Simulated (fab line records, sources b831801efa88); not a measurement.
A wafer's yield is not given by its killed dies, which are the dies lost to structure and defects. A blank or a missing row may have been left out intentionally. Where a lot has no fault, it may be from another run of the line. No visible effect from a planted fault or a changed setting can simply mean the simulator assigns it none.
fab line records	flow sky130	part 1 of 2: steps 1 to 30 of 45
record: lots: 5	wafers: 15	last_day: 50
route steps=708 shown LDD_LDN@303 SPACER@304 POLY_CUT@307 SD_P@320 RES_XHIGH@332 SD_N@342
lots untouched by any fault: they come from a run of this same line in which no faults occurred
start_h: hours from the record's first day to the start of the lot's first wafer shown	wait_h: hours since the lot's step before	" unchanged from the row above	L1.1+2: a single row standing in for several wafers	- no value, or no start was given	* or withheld: withheld	< > ~ a bound
route shown NAME@n: NAME is a module with steps in the file, n the number in the route of the first one	usual: mean and standard deviation over wafers with no fault	same: alike in all rows	chamber/n: place in a boat	sites: the reading at each site	_std_site: standard deviation of those values	_edge_site: the outer-site mean with the inner-site mean subtracted	radius_mm: for every site, how far away it sits from the centre of the wafer	mask NAME#n: copy n	behind: the last tool/chamber to shape the wafer	hold: why the lot was held/for how many hours/how that ended	device: transistor that didn't switch, given as n, p or np	end of line: tests of these same wafers at the route's end	step lacking rows: just its recipe	killed: dies that structure and defects cost at the first sort, which is not the same as the wafer's yield	map: a wafer's dies, x killed, . not, _ none there
set.NAME: setting as actually run; set.NAME@STEP: the setting as run at that earlier step	model.NAME: the simulator's own value behind a step, which no gauge read
certain route steps with their lots: each step a table, each wafer a row
services: the hour from which a tool's chamber was out of use, counted from the record's first day as start_h (under 0 if before that day), plus the number of hours and why
== steps ==
step: SKY_LDD_LDN_CLEAN_14
recipe: chemistry: SC1/SC2	mix: 1:4:20	temp_c: 70	time_s: 150	dry: n2_spin
lot.wafer	tool	chamber	start_h	wait_h
L074.1+2+4	wet_bench-01	1	525.48	0.1
L076.1+4+5	wet_bench-04	1	538.74	0.1
L084.2+4+6	wet_bench-02	2	619.59	0.0
L087.1+2+5	wet_bench-04	3	640.58	0.1
L097.2+4+6	wet_bench-02	3	715.84	0.0
step: SKY_SPACER_CVD_00
recipe: material: Si3N4	precursor: DCS/NH3	target_thk_nm: 43.1	temp_c: 770	time_s: 740	pressure_mtorr: 250
usual: zone_power_bottom_pct: 22.3/1.5	zone_power_upper_pct: 13.02/0.14
lot.wafer	tool	chamber	start_h	wait_h	zone_power_bottom_pct	zone_power_upper_pct
L074.1	lpcvd-02	1	525.53	0.0	24.1	13.17
L074.2	"	1	"	"	23.9	13.11
L074.4	"	1	"	"	23.8	12.92
L076.1	lpcvd-02	1	538.79	0.0	23.6	12.97
L076.4	"	1	"	"	24.0	12.89
L076.5	"	1	"	"	23.9	13.02
L084.2	lpcvd-02	0	619.64	0.0	21.0	12.92
L084.4	"	0	"	"	20.7	13.01
L084.6	"	0	"	"	20.7	13.01
L087.1	lpcvd-02	1	641.07	0.4	24.1	12.94
L087.2	"	1	"	"	23.6	12.90
L087.5	"	1	"	"	23.7	13.25
L097.2	lpcvd-02	0	715.89	0.0	21.0	13.15
L097.4	"	0	"	"	20.6	13.19
L097.6	"	0	"	"	21.0	13.18
step: SKY_SPACER_THK_MEAS_01
recipe: reads: Si3N4_of_SPACER_CVD_00
usual: SPACER_CVD_00_THK: 43.0/0.39
lot.wafer	tool	chamber	start_h	wait_h	SPACER_CVD_00_THK[nm]
L074.1	film_metro-02	-	526.74	0.0	43.2
L074.2	"	-	"	"	43.1
L074.4	"	-	"	"	42.9
L076.1	film_metro-04	-	539.99	0.0	43.4
L076.4	"	-	"	"	43.5
L076.5	"	-	"	"	43.5
L084.2	film_metro-03	-	620.86	0.0	42.4
L084.4	"	-	"	"	42.0
L084.6	"	-	"	"	42.1
L087.1	film_metro-03	-	642.27	0.0	42.8
L087.2	"	-	"	"	43.2
L087.5	"	-	"	"	43.1
L097.2	film_metro-04	-	717.11	0.0	42.9
L097.4	"	-	"	"	42.8
L097.6	"	-	"	"	43.0
step: SKY_SPACER_ETCHBACK_02
recipe: chemistry: CH3F/O2	target: Si3N4	stop_on: SiO2	source_w: 400	bias_w: 80	pressure_mtorr: 25	ch3f_flow_sccm: 40	O2_flow_sccm: 30	time_s: 46.7	target_depth_a: 450
usual: drypump_motor_current_A: 6.0/0.5	oes_product_au: 0.853/0.0065	rf_fwd_power_W: 395.9/1.6	throttle_valve_pct: 10.562/0.0085
lot.wafer	tool	chamber	start_h	wait_h	drypump_motor_current_A	oes_product_au	rf_fwd_power_W	rf_hours_counter_h	throttle_valve_pct
L074.1	rie_diel-04	2	526.80	0.1	6.3	0.861	394.4	35	10.552
L074.2	"	0	"	"	5.9	0.851	396.2	9	10.558
L074.4	"	3	"	"	5.2	0.857	398.8	59	10.566
L076.1	rie_diel-01	2	540.05	0.1	6.4	0.858	396.7	5	10.562
L076.4	"	1	"	"	6.8	0.854	396.6	47	10.552
L076.5	"	0	"	"	5.3	0.854	392.3	-	10.561
L084.2	rie_diel-01	3	620.91	0.0	5.7	0.846	394.9	4	10.568
L084.4	"	2	"	"	6.4	0.838	396.9	6	10.549
L084.6	"	2	"	"	6.4	0.840	398.8	-	10.563
L087.1	rie_diel-04	1	642.33	0.1	6.6	0.857	394.5	40	10.572
L087.2	"	2	"	"	6.3	0.856	397.8	37	10.578
L087.5	"	2	"	"	6.3	0.857	396.2	-	10.561
L097.2	rie_diel-01	3	717.16	0.0	5.7	0.856	395.8	5	10.542
L097.4	"	0	"	"	5.3	0.859	394.4	-	10.567
L097.6	"	3	"	"	5.7	0.852	394.6	-	10.552
step: SKY_POLY_CUT_DEHYDRATE_00
recipe: temp_c: 200	time_s: 60
lot.wafer	tool	chamber	start_h	wait_h
L074.1+2+4	litho_track-04	0	540.87	14.1
L076.1+4+5	litho_track-03	0	553.64	13.6
L084.2+4+6	litho_track-04	0	634.64	13.7
L087.1+2+5	litho_track-04	0	656.17	13.8
L097.2+4+6	litho_track-02	0	730.47	13.3
step: SKY_POLY_CUT_HMDS_01
recipe: prime_time_s: 60	prime_temp_c: 120
lot.wafer	tool	chamber	start_h	wait_h
L074.1+2+4	litho_track-04	0	541.02	0.1
L076.1+4+5	litho_track-03	0	553.79	0.1
L084.2+4+6	litho_track-04	0	634.79	0.1
L087.1+2+5	litho_track-04	0	656.32	0.1
L097.2+4+6	litho_track-02	0	730.62	0.1
step: SKY_POLY_CUT_COAT_02
recipe: resist: BARC	temp_c: withheld	time_s: withheld	spin_rpm: 3000	resist_thk_nm: 60
lot.wafer	tool	chamber	start_h	wait_h
L074.1+2+4	litho_track-04	0	541.17	0.1
L076.1+4+5	litho_track-03	0	553.94	0.1
L084.2+4+6	litho_track-04	0	634.94	0.1
L087.1+2+5	litho_track-04	0	656.47	0.1
L097.2+4+6	litho_track-02	0	730.77	0.1
step: SKY_POLY_CUT_COAT_03
recipe: resist: KrF-thick	spin_rpm: 3000	resist_thk_nm: 450
lot.wafer	tool	chamber	start_h	wait_h
L074.1+2+4	litho_track-04	0	-	-
L076.1+4+5	litho_track-03	0	-	-
L084.2+4+6	litho_track-04	0	-	-
L087.1+2+5	litho_track-04	0	-	-
L097.2+4+6	litho_track-02	0	-	-
step: SKY_POLY_CUT_SOFTBAKE_04
recipe: temp_c: 100	time_s: 90	resist: KrF-thick
lot.wafer	tool	chamber	start_h	wait_h
L074.1+2+4	litho_track-04	0	-	-
L076.1+4+5	litho_track-03	0	-	-
L084.2+4+6	litho_track-04	0	-	-
L087.1+2+5	litho_track-04	0	-	-
L097.2+4+6	litho_track-02	0	-	-
step: SKY_POLY_CUT_EXPOSE_05
recipe: mask_id: NPCM	na: 0.8	source_shape: annular	sigma_inner: 0.55	sigma_outer: 0.85	target_cd_nm: 270	dose_mj: 32
lot.wafer	tool	chamber	start_h	wait_h	mask
L074.1+2+4	krf_scanner-01	0	-	-	NPCM#0
L076.1+4+5	krf_scanner-02	0	-	-	NPCM#0
L084.2+4+6	krf_scanner-01	0	-	-	NPCM#0
L087.1+2+5	krf_scanner-01	0	-	-	NPCM#0
L097.2+4+6	krf_scanner-01	0	-	-	NPCM#0
step: SKY_POLY_CUT_PEB_06
recipe: peb_temp_c: withheld	peb_time_s: withheld	resist: KrF-thick
lot.wafer	tool	chamber	start_h	wait_h
L074.1+2+4	litho_track-03	0	-	-
L076.1+4+5	litho_track-02	0	-	-
L084.2+4+6	litho_track-04	0	-	-
L087.1+2+5	litho_track-03	0	-	-
L097.2+4+6	litho_track-02	0	-	-
step: SKY_POLY_CUT_DEVELOP_07
recipe: develop_time_s: 60	resist: KrF-thick	dev_temp_c: 21
lot.wafer	tool	chamber	start_h	wait_h
L074.1+2+4	litho_track-03	0	-	-
L076.1+4+5	litho_track-02	0	-	-
L084.2+4+6	litho_track-04	0	-	-
L087.1+2+5	litho_track-03	0	-	-
L097.2+4+6	litho_track-02	0	-	-
step: SKY_POLY_CUT_CD_MEAS_08
recipe: target_cd_nm: 270
usual: cd_nm: 270.0/1.5
lot.wafer	tool	chamber	start_h	wait_h	cd_nm
L074.1	cd_sem-01	-	556.64	-	272.2
L074.2	"	-	"	"	270.5
L074.4	"	-	"	"	271.5
L076.1	cd_sem-02	-	569.14	-	270.0
L076.4	"	-	"	"	270.0
L076.5	"	-	"	"	270.2
L084.2	cd_sem-01	-	650.29	-	267.9
L084.4	"	-	"	"	269.8
L084.6	"	-	"	"	269.1
L087.1	cd_sem-02	-	670.94	-	267.7
L087.2	"	-	"	"	267.7
L087.5	"	-	"	"	267.4
L097.2	cd_sem-02	-	744.46	-	271.2
L097.4	"	-	"	"	272.5
L097.6	"	-	"	"	271.8
step: SKY_POLY_CUT_OVL_MEAS_09
usual: POLY_CUT_OVL: 2/5.1
lot.wafer	tool	chamber	start_h	wait_h	POLY_CUT_OVL[nm]
L074.1	overlay-01	-	556.76	0.1	1
L074.2	"	-	"	"	-5
L074.4	"	-	"	"	-2
L076.1	overlay-02	-	569.26	0.1	1
L076.4	"	-	"	"	6
L076.5	"	-	"	"	7
L084.2	overlay-02	-	650.39	0.1	-4
L084.4	"	-	"	"	-5
L084.6	"	-	"	"	-1
L087.1	overlay-02	-	671.06	0.1	0
L087.2	"	-	"	"	3
L087.5	"	-	"	"	6
L097.2	overlay-02	-	744.57	0.1	-4
L097.4	"	-	"	"	2
L097.6	"	-	"	"	-7
step: SKY_POLY_CUT_ETCH_10
recipe: chemistry: N2/H2	target: BARC	ion_energy_ev: 200	source_w: 500	bias_w: 100	pressure_mtorr: 30	n2_flow_sccm: 100	h2_flow_sccm: 200	stop_on: SiO2	time_s: 45.9	target_depth_a: 600
usual: drypump_motor_current_A: 6.0/0.46	oes_product_au: 0.855/0.0051	rf_fwd_power_W: 494.2/2	throttle_valve_pct: 13.225/0.0099
lot.wafer	tool	chamber	start_h	wait_h	drypump_motor_current_A	oes_product_au	rf_fwd_power_W	rf_hours_counter_h	throttle_valve_pct
L074.1	rie_diel-03	3	556.79	0.0	5.9	0.854	494.2	9	13.224
L074.2	"	0	"	"	5.8	0.853	491.7	12	13.226
L074.4	"	1	"	"	6.3	0.859	492.7	68	13.241
L076.1	rie_diel-01	0	569.30	0.0	5.3	0.859	496.9	12	13.229
L076.4	"	3	"	"	5.7	0.850	490.8	3	13.227
L076.5	"	0	"	"	5.3	0.859	495.3	-	13.209
L084.2	rie_diel-01	3	650.42	0.0	5.7	0.854	491.2	4	13.225
L084.4	"	2	"	"	6.4	0.864	496.1	7	13.228
L084.6	"	0	"	"	5.3	0.863	495.4	-	13.225
L087.1	rie_diel-04	2	671.09	0.0	6.3	0.856	495.2	37	13.235
L087.2	"	1	"	"	6.6	0.866	497.5	41	13.215
L087.5	"	1	"	"	6.5	0.853	498.0	-	13.222
L097.2	rie_diel-04	2	744.60	0.0	6.3	0.852	493.7	40	13.204
L097.4	"	1	"	"	6.6	0.855	497.9	43	13.221
L097.6	"	2	"	"	6.2	0.861	493.2	-	13.235
step: SKY_POLY_CUT_ETCH_11
recipe: target: Si3N4	chemistry: CF4/CH2F2/Ar	stop_on: poly-Si	source_w: 600	bias_w: 150	pressure_mtorr: 40	cf4_flow_sccm: 40	ch2f2_flow_sccm: 20	Ar_flow_sccm: 150	time_s: 42.5	target_depth_a: 600
usual: cf4_flow_sccm: 40.02/0.12	drypump_motor_current_A: 6.0/0.46	mfc_ar_sccm: 150.0/0.45	oes_product_au: 0.829/0.006	rf_fwd_power_W: 592.7/2.5	throttle_valve_pct: 14.996/0.0099
lot.wafer	tool	chamber	start_h	wait_h	cf4_flow_sccm	drypump_motor_current_A	mfc_ar_sccm	oes_product_au	rf_fwd_power_W	rf_hours_counter_h	throttle_valve_pct
L074.1	rie_diel-03	3	556.83	0.0	39.99	5.9	149.8	0.828	597.0	9	14.988
L074.2	"	0	"	"	40.06	5.8	150.2	0.828	591.7	12	15.003
L074.4	"	1	"	"	39.87	6.3	149.8	0.834	592.5	68	14.962
L076.1	rie_diel-01	0	569.34	0.0	40.10	5.3	150.2	0.833	594.6	13	14.984
L076.4	"	3	"	"	39.99	5.7	149.3	0.825	590.9	3	14.992
L076.5	"	0	"	"	39.76	5.4	150.1	0.834	591.5	-	15.005
L084.2	rie_diel-01	3	650.47	0.0	40.04	5.7	150.0	0.822	591.4	4	14.995
L084.4	"	2	"	"	40.06	6.4	150.7	0.828	595.3	7	15.007
L084.6	"	0	"	"	39.96	5.4	150.4	0.838	595.6	-	15.017
L087.1	rie_diel-04	2	671.13	0.0	40.26	6.3	150.4	0.826	590.4	37	14.977
L087.2	"	1	"	"	40.18	6.6	150.0	0.825	593.1	41	14.984
L087.5	"	1	"	"	40.12	6.6	150.1	0.830	593.8	-	15.005
L097.2	rie_diel-04	2	744.64	0.0	39.99	6.3	150.5	0.831	590.8	40	15.000
L097.4	"	1	"	"	39.87	6.5	149.7	0.824	592.1	43	15.007
L097.6	"	2	"	"	39.82	6.2	150.1	0.838	590.4	-	15.005
step: SKY_POLY_CUT_STRIP_12
recipe: chemistry: O2/N2	power_w: 1400	pressure_mtorr: 1500	platen_temp_c: withheld	o2_flow_sccm: 3000	n2_flow_sccm: 300	overash_fraction: 0.5
usual: drypump_motor_current_A: 5.7/0.46	oes_product_au: 0.452/0.0044	strip_time_to_endpoint_s: 5.360/0.019
lot.wafer	tool	chamber	start_h	wait_h	drypump_motor_current_A	oes_product_au	rf_hours_counter_h	strip_time_to_endpoint_s
L074.1	plasma_asher-03	1	556.87	0.0	6.4	0.449	82	5.361
L074.2	"	0	"	"	6.1	0.450	82	5.369
L074.4	"	0	"	"	6.1	0.446	-	5.371
L076.1	plasma_asher-04	0	569.38	0.0	5.0	0.450	79	5.388
L076.4	"	1	"	"	5.4	0.457	-	5.368
L076.5	"	1	"	"	5.4	0.455	-	5.370
L084.2	plasma_asher-03	0	650.51	0.0	6.1	0.459	92	5.375
L084.4	"	1	"	"	6.4	0.455	-	5.374
L084.6	"	1	"	"	6.4	0.451	-	5.364
L087.1	plasma_asher-03	0	671.17	0.0	6.1	0.462	94	5.345
L087.2	"	1	"	"	6.5	0.448	94	5.332
L087.5	"	0	"	"	6.1	0.448	-	5.342
L097.2	plasma_asher-02	0	744.68	0.0	5.5	0.447	25	5.342
L097.4	"	1	"	"	5.6	0.452	-	5.316
L097.6	"	0	"	"	5.5	0.457	-	5.311
step: SKY_SD_P_DEHYDRATE_00
recipe: temp_c: 200	time_s: 60
lot.wafer	tool	chamber	start_h	wait_h
L074.1+2+4	litho_track-04	0	571.12	14.2
L076.1+4+5	litho_track-01	0	583.54	14.1
L084.2+4+6	litho_track-04	0	664.24	13.7
L087.1+2+5	litho_track-01	0	684.84	13.6
L097.2+4+6	litho_track-04	0	757.89	13.2
step: SKY_SD_P_HMDS_01
recipe: prime_time_s: 60	prime_temp_c: 120
lot.wafer	tool	chamber	start_h	wait_h
L074.1+2+4	litho_track-04	0	571.27	0.1
L076.1+4+5	litho_track-01	0	583.69	0.1
L084.2+4+6	litho_track-04	0	664.39	0.1
L087.1+2+5	litho_track-01	0	684.99	0.1
L097.2+4+6	litho_track-04	0	758.04	0.1
step: SKY_SD_P_COAT_02
recipe: resist: NOVOLAK	spin_rpm: 3000	resist_thk_nm: 1140
lot.wafer	tool	chamber	start_h	wait_h
L074.1+2+4	litho_track-04	0	571.42	0.1
L076.1+4+5	litho_track-01	0	583.84	0.1
L084.2+4+6	litho_track-04	0	664.54	0.1
L087.1+2+5	litho_track-01	0	685.14	0.1
L097.2+4+6	litho_track-04	0	758.19	0.1
step: SKY_SD_P_SOFTBAKE_03
recipe: temp_c: 90	time_s: 60	resist: NOVOLAK
lot.wafer	tool	chamber	start_h	wait_h
L074.1+2+4	litho_track-04	0	571.57	0.1
L076.1+4+5	litho_track-01	0	583.99	0.1
L084.2+4+6	litho_track-04	0	664.69	0.1
L087.1+2+5	litho_track-01	0	685.29	0.1
L097.2+4+6	litho_track-04	0	758.34	0.1
step: SKY_SD_P_EXPOSE_04
recipe: mask_id: PSDM	na: 0.6	source_shape: conventional	sigma_outer: 0.6	polarization: unpolarized	target_cd_nm: 380	dose_mj: 138
lot.wafer	tool	chamber	start_h	wait_h	mask
L074.1+2+4	iline_stepper-01	0	-	-	PSDM#0
L076.1+4+5	iline_stepper-01	0	-	-	PSDM#0
L084.2+4+6	iline_stepper-02	0	-	-	PSDM#0
L087.1+2+5	iline_stepper-01	0	-	-	PSDM#0
L097.2+4+6	iline_stepper-01	0	-	-	PSDM#0
step: SKY_SD_P_PEB_05
recipe: temp_c: withheld	time_s: *	resist: NOVOLAK
lot.wafer	tool	chamber	start_h	wait_h
L074.1+2+4	litho_track-04	0	-	-
L076.1+4+5	litho_track-01	0	-	-
L084.2+4+6	litho_track-03	0	-	-
L087.1+2+5	litho_track-03	0	-	-
L097.2+4+6	litho_track-03	0	-	-
step: SKY_SD_P_DEVELOP_06
recipe: resist: NOVOLAK	developer: TMAH	develop_time_s: 60	dev_temp_c: 23
lot.wafer	tool	chamber	start_h	wait_h
L074.1+2+4	litho_track-04	0	586.62	0.1
L076.1+4+5	litho_track-01	0	598.74	0.1
L084.2+4+6	litho_track-03	0	678.76	0.1
L087.1+2+5	litho_track-03	0	698.74	0.1
L097.2+4+6	litho_track-03	0	771.51	0.1
step: SKY_SD_P_CD_MEAS_07
recipe: target_cd_nm: 380
usual: cd_nm: 380.1/2.8
lot.wafer	tool	chamber	start_h	wait_h	cd_nm
L074.1	cd_sem-02	-	586.77	0.1	380.8
L074.2	"	-	"	"	380.6
L074.4	"	-	"	"	378.4
L076.1	cd_sem-01	-	598.89	0.1	378.3
L076.4	"	-	"	"	378.1
L076.5	"	-	"	"	378.7
L084.2	cd_sem-02	-	678.91	0.1	378.1
L084.4	"	-	"	"	381.0
L084.6	"	-	"	"	378.5
L087.1	cd_sem-01	-	698.89	0.1	382.2
L087.2	"	-	"	"	380.5
L087.5	"	-	"	"	379.7
L097.2	cd_sem-01	-	771.66	0.1	377.0
L097.4	"	-	"	"	379.2
L097.6	"	-	"	"	377.8
step: SKY_SD_P_OVL_MEAS_08
usual: SD_P_OVL: 0.7/1.4
lot.wafer	tool	chamber	start_h	wait_h	SD_P_OVL[nm]
L074.1	overlay-02	-	586.89	0.1	0.7
L074.2	"	-	"	"	0.8
L074.4	"	-	"	"	2.0
L076.1	overlay-01	-	599.01	0.1	0.8
L076.4	"	-	"	"	-0.1
L076.5	"	-	"	"	-0.1
L084.2	overlay-01	-	679.01	0.1	4.0
L084.4	"	-	"	"	2.6
L084.6	"	-	"	"	1.7
L087.1	overlay-02	-	699.01	0.1	-0.3
L087.2	"	-	"	"	-1.1
L087.5	"	-	"	"	1.3
L097.2	overlay-01	-	771.76	0.1	0.9
L097.4	"	-	"	"	-0.3
L097.6	"	-	"	"	-1.1
step: SKY_SD_P_IMPLANT_09
recipe: species: BF2	energy_kev: 20	dose_cm2: 3e+15	tilt_deg: 0
usual: beam_energy_keV: 19.999/0.0067
lot.wafer	tool	chamber	start_h	wait_h	beam_energy_keV
L074.1	implanter-04	0	586.92	0.0	19.999
L074.2	"	0	"	"	19.997
L074.4	"	0	"	"	19.997
L076.1	implanter-03	0	599.05	0.0	19.991
L076.4	"	0	"	"	19.998
L076.5	"	0	"	"	19.997
L084.2	implanter-03	0	679.07	0.0	19.986
L084.4	"	0	"	"	19.995
L084.6	"	0	"	"	19.988
L087.1	implanter-03	0	699.04	0.0	20.001
L087.2	"	0	"	"	20.000
L087.5	"	0	"	"	20.014
L097.2	implanter-01	0	771.82	0.0	20.002
L097.4	"	0	"	"	19.997
L097.6	"	0	"	"	19.997
step: SKY_SD_P_STRIP_10
recipe: chemistry: O2/N2	power_w: 1400	pressure_mtorr: 1500	platen_temp_c: withheld	o2_flow_sccm: 3000	n2_flow_sccm: 300	overash_fraction: 0.5
usual: drypump_motor_current_A: 5.7/0.49	oes_product_au: 0.617/0.0045	strip_time_to_endpoint_s: 17.52/0.042
lot.wafer	tool	chamber	start_h	wait_h	drypump_motor_current_A	oes_product_au	rf_hours_counter_h	strip_time_to_endpoint_s
L074.1	plasma_asher-03	0	587.07	0.1	6.1	0.619	85	17.52
L074.2	"	1	"	"	6.5	0.619	85	17.48
L074.4	"	0	"	"	6.1	0.617	-	17.52
L076.1	plasma_asher-04	1	599.20	0.1	5.4	0.613	82	17.53
L076.4	"	1	"	"	5.4	0.624	-	17.52
L076.5	"	0	"	"	5.0	0.625	-	17.53
L084.2	plasma_asher-03	0	679.19	0.1	6.1	0.619	95	17.53
L084.4	"	0	"	"	6.1	0.614	-	17.55
L084.6	"	1	"	"	6.5	0.619	-	17.55
L087.1	plasma_asher-04	1	699.19	0.1	5.5	0.614	93	17.56
L087.2	"	0	"	"	5.0	0.630	93	17.50
L087.5	"	0	"	"	5.0	0.616	-	17.50
L097.2	plasma_asher-01	1	771.94	0.1	5.9	0.622	68	17.43
L097.4	"	1	"	"	5.9	0.621	-	17.47
L097.6	"	1	"	"	5.9	0.620	-	17.48
step: SKY_SD_P_TW_MEAS_11
usual: SD_P_TW: 2825/34
lot.wafer	tool	chamber	start_h	wait_h	SD_P_TW
L074.1	film_metro-04	-	587.17	0.1	2864
L074.2	"	-	"	"	2856
L074.4	"	-	"	"	2841
L076.1	film_metro-04	-	599.30	0.1	2867
L076.4	"	-	"	"	2855
L076.5	"	-	"	"	2862
L084.2	film_metro-04	-	679.30	0.1	2829
L084.4	"	-	"	"	2849
L084.6	"	-	"	"	2850
L087.1	film_metro-01	-	699.29	0.1	2841
L087.2	"	-	"	"	2839
L087.5	"	-	"	"	2841
L097.2	film_metro-02	-	772.05	0.1	2764
L097.4	"	-	"	"	2764
L097.6	"	-	"	"	2777
step: SKY_RES_XHIGH_DEHYDRATE_00
recipe: temp_c: 200	time_s: 60
lot.wafer	tool	chamber	start_h	wait_h
L074.1+2+4	litho_track-04	0	600.92	13.7
L076.1+4+5	litho_track-01	0	613.34	14.0
L084.2+4+6	litho_track-02	0	692.72	13.4
L087.1+2+5	litho_track-02	0	712.84	13.5
L097.2+4+6	litho_track-04	0	784.34	12.3
